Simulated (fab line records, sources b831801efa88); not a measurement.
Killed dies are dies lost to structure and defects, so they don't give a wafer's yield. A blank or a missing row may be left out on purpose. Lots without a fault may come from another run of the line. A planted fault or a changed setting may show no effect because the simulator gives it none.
Chamber matching | flow sky130 | SKY_VIA1_ETCH_14 on rie_diel-03: 4 sister chambers
The step etches BARC in N2/H2, stops on SiO2, time 45.9 s, target depth 60 nm. 14 wafers are shown with their chamber, then 7 later ones without.

WAFERS WITH THEIR CHAMBER
wafer  | chamber | drypump_motor_current_A (A) | rf_fwd_power_W (W) | oes_product_au (a.u.)
L080.3 | 1       | 5.5                         | 493.8              | 0.857
L080.5 | 3       | 5.1                         | 492.1              | 0.856
L080.6 | 2       | 5.2                         | 496.5              | 0.839
L082.1 | 3       | 5.2                         | 495.4              | 0.853
L082.3 | 2       | 5.2                         | 494.6              | 0.853
L082.6 | 1       | 5.5                         | 492.9              | 0.853
L085.1 | 3       | 5.2                         | 494.8              | 0.855
L085.4 | 1       | 5.5                         | 494.3              | 0.856
L085.6 | 0       | 5.3                         | 497.7              | 0.854
L088.2 | 3       | 5.2                         | 493.6              | 0.854
L088.5 | 0       | 5.2                         | 497.4              | 0.850
L088.6 | 1       | 5.5                         | 492.7              | 0.855
L093.1 | 1       | 5.5                         | 495.3              | 0.854
L093.3 | 0       | 5.3                         | 496.0              | 0.857

SIGNATURES (means of the wafers above)
reading                 | chamber 0 | chamber 1 | chamber 2 | chamber 3 | scatter within a chamber
drypump_motor_current_A | 5.267     | 5.500     | 5.200     | 5.175     | 0.0376
rf_fwd_power_W          | 497.033   | 493.800   | 495.550   | 493.975   | 1.2
oes_product_au          | 0.85367   | 0.85500   | 0.84600   | 0.85450   | 0.00371
Rule: a wafer's distance from a chamber is the root of the sum, over the readings, of the square of ((its reading less the chamber's mean) divided by the reading's scatter). The wafer belongs to the nearest chamber; if the next one is less than 2 further off, it can't be placed. The scatter: the root of (the sum of the squares of (reading less its chamber's mean) over the shown wafers, divided by (wafers less chambers)).

WAFERS WITHOUT THEIR CHAMBER
wafer  | drypump_motor_current_A (A) | rf_fwd_power_W (W) | oes_product_au (a.u.)
L093.4 | 5.2                         | 494.5              | 0.857
L095.4 | 5.1                         | 494.4              | 0.851
L095.5 | 5.5                         | 492.8              | 0.856
L095.6 | 5.2                         | 497.0              | 0.852
L096.1 | 5.5                         | 492.9              | 0.848
L096.2 | 5.2                         | 496.4              | 0.846
L096.3 | 5.2                         | 492.5              | 0.851

WHICH CHAMBER EACH WENT THROUGH
wafer  | from the rows above          | in truth
L093.4 | can't be placed: 3 or 0      | 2
L095.4 | can't be placed: 3 or 2      | 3
L095.5 | 1                            | 1
L095.6 | can't be placed: 0 or 2 or 3 | 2
L096.1 | 1                            | 1
L096.2 | 2                            | 2
L096.3 | can't be placed: 3 or 2      | 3
Placed correctly: 3 of 7. Can't be placed from these rows: 4 (the true chamber is among the candidates in 3). Placed wrongly: 0.
